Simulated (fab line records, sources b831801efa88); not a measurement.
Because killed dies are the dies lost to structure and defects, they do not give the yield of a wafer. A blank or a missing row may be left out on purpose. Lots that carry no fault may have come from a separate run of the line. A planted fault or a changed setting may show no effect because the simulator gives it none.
Problem report, 8D (eight disciplines) form, completed by code ; flow gf180mcu ; the parts of the form that need people (team, actions taken, sign-off) are left out

## 1. WHAT WENT WRONG
Wafers free of any fault read 418.6 ohm/sq (standard deviation 0.86) for HV_LDD_RS at GF_HV_LDD_RS_MEAS_53, against a mean of 431.5 ohm/sq on 2 wafers of 2 lots. Relative to the usual mean, that is a shift of +15 standard deviations.
The step: measures by four-point-probe.
Earliest sighting: wafer L516.5 on film-metro-04 at day 18 13:31. The record has a number at this step for 38 wafers belonging to 13 lots. By rule, "out" or "out of limits" means more than 4 standard deviations away from the usual mean. All remaining wafers that have a number are taken as sound.

## 2. WHAT IT IS; WHAT IT IS NOT
question;is;is not
which readings at this step;HV_LDD_RS;-
which lots;L516, L518;L498, L499, L500, L502, L503, L504, L505, L507, L509, L511, L520
which wafers of those lots;L516.5, L518.6;L516.1, L518.1, L518.4
read on which gauges;film-metro-04;film-metro-02, film-metro-03
when;from day 18 13:31;"up to then (31 sound wafers); but 5 sound wafers of L518, L520 came after"

## 3. SUSPECTS, AND WHAT RULES EACH OUT
Counting: a tool at a process step up to the reading stays a suspect if it ran every lot that is out. Sound lots after the first of them don't rule it out here, since some wafers of a struck lot are sound.
- the gauge at GF_HV_LDD_RS_MEAS_53: kept. All the wafers that are out were read on film-metro-04, and no step on other tools shows them out.
- implanter-03 at GF_HV_LDD_IMPLANT_09: kept. It ran every lot that is out, first L516 (day 15 13:46); its last sound lot up to then is L511 (day 14 01:41).
Left after counting: implanter-03 at GF_HV_LDD_IMPLANT_09, film-metro-04 at GF_HV_LDD_RS_MEAS_53.

## 4. THE CAUSE (what the simulator had put in)
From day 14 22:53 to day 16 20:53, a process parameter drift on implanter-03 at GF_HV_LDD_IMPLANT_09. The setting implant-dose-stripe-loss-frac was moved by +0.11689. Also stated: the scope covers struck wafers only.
Of the 2 suspects that counting leaves, this tool is one.

## 5. THE EFFECT CHAIN, in route order
One row per reading whose mean, taken over the struck wafers that have a number, lies over 3 standard deviations from the usual. Readings are gone through only where the record gives a usual standard deviation; hours: the median, over the lots, of the time from a lot's start at the first step in this table giving one to that lot's start at this step; sigmas: the change measured in usual standard deviations.
hours;step;reading;usual;on struck wafers;change;sigmas
0;GF_HV_LDD_RS_MEAS_53;HV_LDD_RS;418.6 ohm/sq;431.5;+12.9;+15
Later steps that measure or inspect, where all struck wafers having a row at the step show a number for every such reading and not one has moved that far: GF_HV_LDD_THK_MEAS_55, GF_NSD_OVL_MEAS_08, GF_NSD_TW_MEAS_12.

## 6. HOW IT WOULD HAVE BEEN CAUGHT EARLIER
Counted from the fault's start at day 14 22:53, it took 87 hours until the first out-of-limits reading at a measuring or inspecting step in this record, taken at day 18 13:31.
Lots out: 2; all had begun GF_HV_LDD_IMPLANT_09 on implanter-03 by day 18 13:31. Tool hold at that time: it would have spared none of them.
